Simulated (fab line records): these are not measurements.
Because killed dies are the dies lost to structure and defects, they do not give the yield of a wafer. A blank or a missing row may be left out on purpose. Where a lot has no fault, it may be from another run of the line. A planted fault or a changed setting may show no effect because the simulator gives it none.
The tool behind it: which one? ; flow sky130 ; 11 lots with 33 wafers sampled at 5 steps, on a route of 708 steps

WHAT EACH GAUGE READ, for each wafer
SKY_PASSIVATION_THK_MEAS_03.
lot;measured;on;PASSIVATION_CVD_02_THK (nm)
L936;day 43 13:13;film_metro-04;527 525 540
L938;day 44 03:43;film_metro-02;524 519 531
L939;day 45 13:47;film_metro-04;525 537 535
L940;day 45 23:19;film_metro-01;534 535 525
L942;day 46 02:38;film_metro-01;527 541 543
L943;day 46 08:41;film_metro-02;518 523 533
L946;day 46 16:05;film_metro-01;530 531 533
L947;day 47 06:26;film_metro-04;532 535 542
L957;day 49 04:28;film_metro-04;528 527 536
L958;day 49 04:46;film_metro-04;533 533 541
L959;day 49 09:19;film_metro-02;527 527 524

WHAT TOOL EACH LOT RAN ON (gives the tool, then ch and the chambers of the sampled wafers, and finally the start)
lot;SKY_VIA4_CVD_18;SKY_METAL5_DESCUM_14;SKY_METAL5_METAL_ETCH_15;SKY_METAL5_STRIP_16
L936;cvd_w-02 ch 0,1, day 42 12:54;rie_metal-04 ch 0,1, day 43 11:56;rie_metal-04 ch 0,1, day 43 11:58;plasma_asher-04 ch 0,1, day 43 12:12
L938;cvd_w-02 ch 0,1, day 43 02:59;rie_metal-01 ch 0,1, day 44 02:32;rie_metal-01 ch 0,1, day 44 02:34;plasma_asher-04 ch 1, day 44 02:48
L939;cvd_w-01 ch 0,1, day 44 14:29;rie_metal-01 ch 0,1, day 45 12:31;rie_metal-01 ch 0,1, day 45 12:37;plasma_asher-01 ch 0,1, day 45 12:48
L940;cvd_w-02 ch 0,1, day 45 00:59;rie_metal-01 ch 0,1, day 45 22:02;rie_metal-01 ch 0,1, day 45 22:08;plasma_asher-02 ch 0,1, day 45 22:19
L942;cvd_w-02 ch 0,1, day 45 04:56;rie_metal-01 ch 0,1, day 46 01:26;rie_metal-01 ch 0,1, day 46 01:28;plasma_asher-04 ch 1, day 46 01:42
L943;cvd_w-01 ch 0,1, day 45 10:17;rie_metal-01 ch 0,1, day 46 07:29;rie_metal-01 ch 0,1, day 46 07:31;plasma_asher-04 ch 0,1, day 46 07:45
L946;cvd_w-01 ch 0,1, day 45 17:33;rie_metal-01 ch 0,1, day 46 14:50;rie_metal-01 ch 0,1, day 46 14:56;plasma_asher-04 ch 0,1, day 46 15:07
L947;cvd_w-02 ch 0,1, day 46 07:47;rie_metal-04 ch 0,1, day 47 05:16;rie_metal-04 ch 0,1, day 47 05:19;plasma_asher-04 ch 0,1, day 47 05:32
L957;cvd_w-02 ch 1, day 48 08:17;rie_metal-04 ch 0,1, day 49 03:18;rie_metal-04 ch 0,1, day 49 03:20;plasma_asher-02 ch 0,1, day 49 03:34
L958;cvd_w-01 ch 0,1, day 48 08:23;rie_metal-02 ch 0,1, day 49 03:36;rie_metal-02 ch 0,1, day 49 03:38;plasma_asher-01 ch 0,1, day 49 03:52
L959;cvd_w-02 ch 0,1, day 48 13:41;rie_metal-01 ch 0,1, day 49 08:09;rie_metal-01 ch 0,1, day 49 08:11;plasma_asher-01 ch 0,1, day 49 08:25
- SKY_VIA4_CVD_18: deposits W, target thk 505 nm, time 152.14 s.
- SKY_METAL5_DESCUM_14: chemistry O2, time 11 s.
- SKY_METAL5_METAL_ETCH_15: etches the open film in Cl2/BCl3, stops on SiO2, target depth 1260 nm, time 252 s.
- SKY_METAL5_STRIP_16: strips in O2/N2.

WHAT THE TOOLS THEMSELVES READ (means of the sampled wafers that have a number; where no wafer has one, the mark that the record gives instead)
SKY_VIA4_CVD_18.
lot;tool;heater_power_w (W)
L936;cvd_w-02;870
L938;cvd_w-02;951
L939;cvd_w-01;822
L940;cvd_w-02;874
L942;cvd_w-02;865
L943;cvd_w-01;810
L946;cvd_w-01;802
L947;cvd_w-02;875
L957;cvd_w-02;1042
L958;cvd_w-01;780
L959;cvd_w-02;864

SKY_METAL5_DESCUM_14.
lot;tool;drypump_motor_current_A (A);he_backside_leak_sccm (sccm);oes_product_au (a.u.)
L936;rie_metal-04;5.5;3.24;1.002
L938;rie_metal-01;4.9;3.20;0.990
L939;rie_metal-01;5.1;3.20;0.991
L940;rie_metal-01;5.1;3.20;0.992
L942;rie_metal-01;5.1;3.24;0.993
L943;rie_metal-01;5.1;3.18;1.000
L946;rie_metal-01;4.9;3.33;0.992
L947;rie_metal-04;5.7;3.14;0.998
L957;rie_metal-04;5.5;3.30;0.997
L958;rie_metal-02;5.6;3.30;1.008
L959;rie_metal-01;5.1;3.18;0.992

SKY_METAL5_METAL_ETCH_15.
lot;tool;bias_w (W);drypump_motor_current_A (A);he_backside_leak_sccm (sccm);oes_product_au (a.u.);run_length_s (s);throttle_valve_pct (%)
L936;rie_metal-04;48.59;5.5;3.32;0.890;280.6;22.262
L938;rie_metal-01;48.56;4.9;3.27;0.895;280.5;22.259
L939;rie_metal-01;48.51;5.1;3.20;0.886;280.5;22.259
L940;rie_metal-01;48.46;5.1;3.22;0.897;280.3;22.267
L942;rie_metal-01;48.32;5.1;3.25;0.867;292.6;22.267
L943;rie_metal-01;48.46;5.1;3.21;0.869;292.6;22.263
L946;rie_metal-01;48.41;4.9;3.29;0.880;286.4;22.262
L947;rie_metal-04;48.54;5.7;3.33;0.894;280.9;22.263
L957;rie_metal-04;48.39;5.5;3.43;0.898;280.6;22.259
L958;rie_metal-02;48.31;5.5;3.33;0.890;280.2;22.260
L959;rie_metal-01;48.35;5.1;3.19;0.895;280.3;22.262

SKY_METAL5_STRIP_16.
lot;tool;drypump_motor_current_A (A);n2_flow_sccm (sccm);oes_product_au (a.u.);strip_time_to_endpoint_s (s)
L936;plasma_asher-04;5.5;301.0;0.708;13.19
L938;plasma_asher-04;5.2;300.3;0.708;13.19
L939;plasma_asher-01;5.3;300.1;0.707;13.20
L940;plasma_asher-02;6.0;300.6;0.714;13.19
L942;plasma_asher-04;5.2;300.3;0.707;12.71
L943;plasma_asher-04;5.5;300.7;0.704;12.82
L946;plasma_asher-04;5.5;299.6;0.711;13.04
L947;plasma_asher-04;5.4;298.7;0.713;13.20
L957;plasma_asher-02;6.1;300.5;0.710;13.14
L958;plasma_asher-01;5.3;299.7;0.712;12.89
L959;plasma_asher-01;5.3;299.9;0.713;13.18

THE ANSWER, worked out from the rows above alone
Rule: usual is defined by the lots themselves. The widest of any qualifying gaps counts: lots, ordered by their means at a reading, are off when they make up no more than a third of the lots, leave a main group of 4 or more, and stand apart from it by 3 or more times the standard deviation of that group's means. Not used: any main group whose means are identical at the precision the tables above print for the reading. Also off: a lot with no number at a reading for which 4 or more lots have one. Where the step has rows for the other lots, those lots are counted as sound. After the gauges, taken in route order, come the tools' own readings; for these a lot's mean is taken, as printed above. The first step at which some lot is off is used, and at that step the reading that is off furthest; a lot without a number counts as furthest.
Off, at SKY_METAL5_METAL_ETCH_15 on run_length_s: L942, L943, L946. The main group has a mean of 280.5 s with a standard deviation of 0.21.
A tool fits if, at that step or a process step before it, it ran every lot that is off, and no sound lot after the first of them. No candidate that was tried fits.

WHAT THE SIMULATOR PUT IN
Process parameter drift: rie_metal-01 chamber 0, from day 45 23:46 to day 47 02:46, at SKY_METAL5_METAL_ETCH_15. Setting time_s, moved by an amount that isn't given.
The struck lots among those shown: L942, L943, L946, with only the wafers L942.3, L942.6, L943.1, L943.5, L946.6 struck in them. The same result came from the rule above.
